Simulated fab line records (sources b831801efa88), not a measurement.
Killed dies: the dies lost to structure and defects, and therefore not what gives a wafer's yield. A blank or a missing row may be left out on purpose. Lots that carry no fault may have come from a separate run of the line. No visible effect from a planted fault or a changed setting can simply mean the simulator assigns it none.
Which tool is to blame? / flow gf180mcu / Sampling: 13 lots, 39 wafers, 2 of 602 route steps

WHAT EACH GAUGE READ, for each wafer
GF_V4_CD_MEAS_14: the cd target is 260 nm. Usual: 260.0 nm for cdNm, sd 1.4.
lot=L400; measured=day 24 22:16; on=cdSem-02; cdNm (nm)=261.2 261.2 262.8; flag=
lot=L401; measured=day 25 04:44; on=cdSem-01; cdNm (nm)=259.2 259.8 258.5; flag=
lot=L402; measured=day 25 15:11; on=cdSem-02; cdNm (nm)=261.2 260.8 260.9; flag=
lot=L404; measured=day 26 09:32; on=cdSem-02; cdNm (nm)=260.2 259.4 260.2; flag=
lot=L405; measured=day 26 14:44; on=cdSem-01; cdNm (nm)=259.0 257.2 259.2; flag=
lot=L406; measured=day 27 00:41; on=cdSem-01; cdNm (nm)=261.5 260.5 260.2; flag=
lot=L408; measured=day 27 14:22; on=cdSem-01; cdNm (nm)=259.5 257.8 259.4; flag=
lot=L411; measured=day 28 15:28; on=cdSem-01; cdNm (nm)=257.0 256.5 257.9; flag=
lot=L417; measured=day 30 09:41; on=cdSem-01; cdNm (nm)=259.8 260.9 262.1; flag=
lot=L418; measured=day 30 11:19; on=cdSem-02; cdNm (nm)=259.8 260.7 259.8; flag=
lot=L420; measured=day 31 01:59; on=cdSem-02; cdNm (nm)=259.7 258.8 259.5; flag=
lot=L421; measured=day 31 04:32; on=cdSem-02; cdNm (nm)=260.3 259.6 259.9; flag=
lot=L422; measured=day 31 18:14; on=cdSem-02; cdNm (nm)=257.6 257.8 257.8; flag=

WHAT TOOL EACH LOT RAN ON (gives the tool, then ch and the chambers of the sampled wafers, and finally the start)
lot=L400; GF_V3_CVD_02=pecvd-01 ch 0,2, day 21 21:23
lot=L401; GF_V3_CVD_02=pecvd-03 ch 0,2, day 22 04:35
lot=L402; GF_V3_CVD_02=pecvd-01 ch 0,1, day 22 16:01
lot=L404; GF_V3_CVD_02=pecvd-04 ch 0,2, day 23 12:17
lot=L405; GF_V3_CVD_02=pecvd-01 ch 1,2, day 23 18:08
lot=L406; GF_V3_CVD_02=pecvd-04 ch 0,2, day 24 05:27
lot=L408; GF_V3_CVD_02=pecvd-04 ch 0,2, day 24 20:32
lot=L411; GF_V3_CVD_02=pecvd-04 ch 0,1, day 25 23:38
lot=L417; GF_V3_CVD_02=pecvd-01 ch 1,2, day 27 21:53
lot=L418; GF_V3_CVD_02=pecvd-03 ch 1,2, day 28 00:11
lot=L420; GF_V3_CVD_02=pecvd-03 ch 1,2, day 28 13:51
lot=L421; GF_V3_CVD_02=pecvd-04 ch 0,1,2, day 28 18:05
lot=L422; GF_V3_CVD_02=pecvd-04 ch 0,2, day 29 08:29
- GF_V3_CVD_02: deposits SiO2 from TEOS, target thk 850 nm, time 94.851 s.

AS READ BY THE TOOLS THEMSELVES (means over the sampled wafers that have a number; for cases with no such wafer, the mark the record gives instead)
GF_V3_CVD_02. Usual: heaterPowerOuterW 376 W, standard deviation 88; heaterPowerW 644 W, standard deviation 110.
lot=L400; tool=pecvd-01; heaterPowerOuterW (W)=319; heaterPowerW (W)=576; flag=
lot=L401; tool=pecvd-03; heaterPowerOuterW (W)=461; heaterPowerW (W)=702; flag=
lot=L402; tool=pecvd-01; heaterPowerOuterW (W)=436; heaterPowerW (W)=695; flag=
lot=L404; tool=pecvd-04; heaterPowerOuterW (W)=377; heaterPowerW (W)=718; flag=
lot=L405; tool=pecvd-01; heaterPowerOuterW (W)=413; heaterPowerW (W)=674; flag=
lot=L406; tool=pecvd-04; heaterPowerOuterW (W)=319; heaterPowerW (W)=640; flag=
lot=L408; tool=pecvd-04; heaterPowerOuterW (W)=419; heaterPowerW (W)=769; flag=
lot=L411; tool=pecvd-04; heaterPowerOuterW (W)=292; heaterPowerW (W)=562; flag=
lot=L417; tool=pecvd-01; heaterPowerOuterW (W)=367; heaterPowerW (W)=631; flag=
lot=L418; tool=pecvd-03; heaterPowerOuterW (W)=383; heaterPowerW (W)=648; flag=
lot=L420; tool=pecvd-03; heaterPowerOuterW (W)=354; heaterPowerW (W)=610; flag=
lot=L421; tool=pecvd-04; heaterPowerOuterW (W)=369; heaterPowerW (W)=666; flag=
lot=L422; tool=pecvd-04; heaterPowerOuterW (W)=275; heaterPowerW (W)=580; flag=

THE ANSWER, worked out from the rows above alone
Rule: a lot is off if the mean of its wafers that have a number lies more than 3 standard deviations from the usual mean. A lot without any number at a reading at which 4 lots or more have one is off too. Where the step has rows for the other lots, those lots are counted as sound. First the gauges in route order, then the tools' own readings, where a lot's mean is used as printed above. At the first step where some lot is off, the reading lying furthest off is the one used; lots without a number count as furthest.
No lot is off on any of the readings shown, so nothing can be concluded from this.

WHAT THE SIMULATOR HAD INSERTED
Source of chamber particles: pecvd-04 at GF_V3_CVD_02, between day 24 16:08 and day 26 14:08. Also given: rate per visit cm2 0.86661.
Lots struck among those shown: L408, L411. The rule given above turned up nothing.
